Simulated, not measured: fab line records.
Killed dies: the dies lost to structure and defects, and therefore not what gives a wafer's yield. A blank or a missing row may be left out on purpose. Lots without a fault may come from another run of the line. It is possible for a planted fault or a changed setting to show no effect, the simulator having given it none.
Comparing a struck lot with a sound one || flow sky130 || 17 steps out of a route of 708
Sound: wafers L158.1, L158.2, L158.3. Wafers struck: L161.1, L161.2, L161.6. The cause comes at the end.
Per side, at each step with rows, come the tool, then ch with its chambers, and then its first start. Under that, the readings that differ: sound wafers || struck wafers || difference of the means || sigmas: that difference in standard deviations of wafers without a fault.
alike: readings with means less than 2 such deviations apart, plus words and numbers identical on both sides. not compared: withheld readings, readings lacking a value on some wafer, bounds such as >300 that could conceal the same value, and numbers that have no deviation in the record and whose values overlap.
The two part at a step that has a row with sigmas, a row that says differs or no value, or rows on one side only. Non-overlapping numbers with no deviation appear without sigmas and do not part them. Lack of a reading on every wafer of one side parts them only where that side has two or more wafers.

first, 3 steps without rows for these wafers: SKY_LDD_P_EXPOSE_04 (exposes mask PSDM, target cd 380 nm); SKY_LDD_P_PEB_05; SKY_LDD_P_DEVELOP_06 (develop time 60 s).
SKY_LDD_P_CD_MEAS_07: target cd 380 nm.
  struck on cdSem-01, day 22 15:27; sound on cdSem-02, day 21 21:45
  alike: cdNm
SKY_LDD_P_OVL_MEAS_08:
  struck on overlay-02, day 22 15:34; sound on overlay-01, day 21 21:52
  alike: LDD_P_OVL
then, 1 step without rows for these wafers: SKY_LDD_P_IMPLANT_09.
SKY_LDD_P_STRIP_10: strips in O2/N2.
  sound on plasmaAsher-02 ch 0,1, day 21 22:04; struck on plasmaAsher-02 ch 0,1, day 22 15:45
  alike: drypumpMotorCurrentA, oesProductAu, stripTimeToEndpointS
  not compared: rfHoursCounterH
SKY_LDD_P_TW_MEAS_11:
  struck on filmMetro-03, day 22 15:51; sound on filmMetro-01, day 21 22:10
  alike: LDD_P_TW
then, 4 steps without rows for these wafers: SKY_LDD_HVN_DEHYDRATE_00 (time 60 s); SKY_LDD_HVN_HMDS_01 (prime time 60 s); SKY_LDD_HVN_COAT_02 (resist thk 300 nm); SKY_LDD_HVN_SOFTBAKE_03 (time 60 s).
SKY_LDD_HVN_EXPOSE_04: exposes mask HVNTM, target cd 700 nm.
  sound on ilineStepper-01 ch 0, day 22 13:30; struck on ilineStepper-01 ch 0, day 23 06:50
{"reading": "model.LDD_HVN.overlayXNm (nm)", "sound": "-1.246 -1.246 -1.246", "struck": "54.95 54.95 54.95", "difference": "+56.20", "sigmas": ""}
  alike: mask
then, 2 steps without rows for these wafers: SKY_LDD_HVN_PEB_05; SKY_LDD_HVN_DEVELOP_06 (develop time 60 s).
SKY_LDD_HVN_OVL_MEAS_07:
  struck on overlay-02, day 23 21:51; sound on overlay-02, day 23 04:30
{"reading": "LDD_HVN_OVL (nm)", "sound": "1.1 0.1 0.9", "struck": "58.3 56.1 55.9", "difference": "+56.1", "sigmas": "+37"}
then, 1 step without rows for these wafers: SKY_LDD_HVN_IMPLANT_08.

== WHERE THEY PART ==
At SKY_LDD_HVN_OVL_MEAS_07 and nowhere else, as far as this record goes.

WHY: whatever the simulator had introduced
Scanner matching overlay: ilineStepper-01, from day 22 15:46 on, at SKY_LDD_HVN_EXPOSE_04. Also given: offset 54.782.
